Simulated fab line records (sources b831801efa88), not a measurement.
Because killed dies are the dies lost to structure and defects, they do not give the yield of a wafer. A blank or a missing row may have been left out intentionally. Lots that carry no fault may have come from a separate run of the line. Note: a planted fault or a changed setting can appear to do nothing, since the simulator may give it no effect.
Chamber matching    flow gf180mcu    4 sister chambers for GF_V2_ETCH_16 on rie-diel-04
The step etches BARC in N2/H2. 27 wafers are shown with their chamber, then 12 later ones without.

== EACH WAFER AND ITS CHAMBER ==
wafer   chamber  drypump-motor-current-A (A)  rf-fwd-power-W (W)  throttle-valve-pct (%)
L074.1  2        4.6                          491.0               13.223
L074.2  0        5.6                          492.5               13.214
L074.6  0        5.7                          492.1               13.224
L077.4  1        5.2                          495.2               13.211
L077.5  1        5.3                          492.6               13.224
L077.6  2        4.7                          488.2               13.221
L079.1  1        5.3                          495.6               13.231
L079.4  0        5.7                          493.6               13.220
L079.6  0        5.7                          496.1               13.227
L080.3  0        5.6                          494.3               13.226
L080.4  3        6.4                          495.2               13.227
L080.6  0        5.7                          491.6               13.232
L082.3  2        4.7                          491.9               13.248
L082.4  0        5.7                          494.7               13.236
L082.6  2        4.7                          492.6               13.228
L083.1  0        5.7                          493.5               13.218
L083.5  3        6.3                          497.2               13.230
L083.6  0        5.6                          494.2               13.228
L084.1  3        6.4                          495.4               13.225
L084.2  1        5.3                          493.6               13.217
L084.6  3        6.4                          498.2               13.222
L086.3  2        4.7                          490.1               13.219
L086.4  1        5.2                          494.8               13.200
L086.5  2        4.7                          491.2               13.221
L093.3  0        5.7                          494.7               13.223
L093.4  3        6.4                          494.8               13.206
L093.5  0        5.7                          495.1               13.223

SIGNATURES, as means of the wafers listed above
reading                  chamber 0  chamber 1  chamber 2  chamber 3  scatter within a chamber
drypump-motor-current-A  5.673      5.260      4.683      6.380      0.0467
rf-fwd-power-W           493.855    494.360    490.833    496.160    1.4
throttle-valve-pct       13.22464   13.21660   13.22667   13.22200   0.0091
Rule: for a wafer and a chamber, the distance is found by dividing, reading by reading, the gap between the wafer's reading and the chamber's mean by the reading's scatter, squaring, summing and taking the root. If the next closest chamber is less than 2 further off than the closest, the wafer can't be placed; otherwise it belongs to the closest. The scatter: take each reading less its chamber's mean, square it, sum over the shown wafers, divide by the number of wafers less the number of chambers, and take the root.

== WAFERS WITHOUT THEIR CHAMBER ==
wafer   drypump-motor-current-A (A)  rf-fwd-power-W (W)  throttle-valve-pct (%)
L094.1  4.7                          492.0               13.215
L094.2  5.2                          492.2               13.220
L094.4  5.6                          494.2               13.231
L095.1  5.6                          493.3               13.227
L095.3  5.3                          494.3               13.218
L095.5  4.7                          490.6               13.224
L096.1  5.3                          493.6               13.242
L096.2  5.6                          494.5               13.238
L096.6  5.2                          494.5               13.225
L097.1  5.3                          495.6               13.228
L097.2  6.3                          497.2               13.223
L097.3  5.6                          494.2               13.229

== CHAMBER TAKEN BY EACH ==
wafer   from the rows above  in truth
L094.1  2                    2
L094.2  1                    1
L094.4  0                    0
L095.1  0                    0
L095.3  1                    1
L095.5  2                    2
L096.1  1                    1
L096.2  0                    0
L096.6  1                    1
L097.1  1                    1
L097.2  3                    3
L097.3  0                    0
Correct placement for 12 of the 12. Not placeable from these rows: 0. Number placed wrongly: 0.
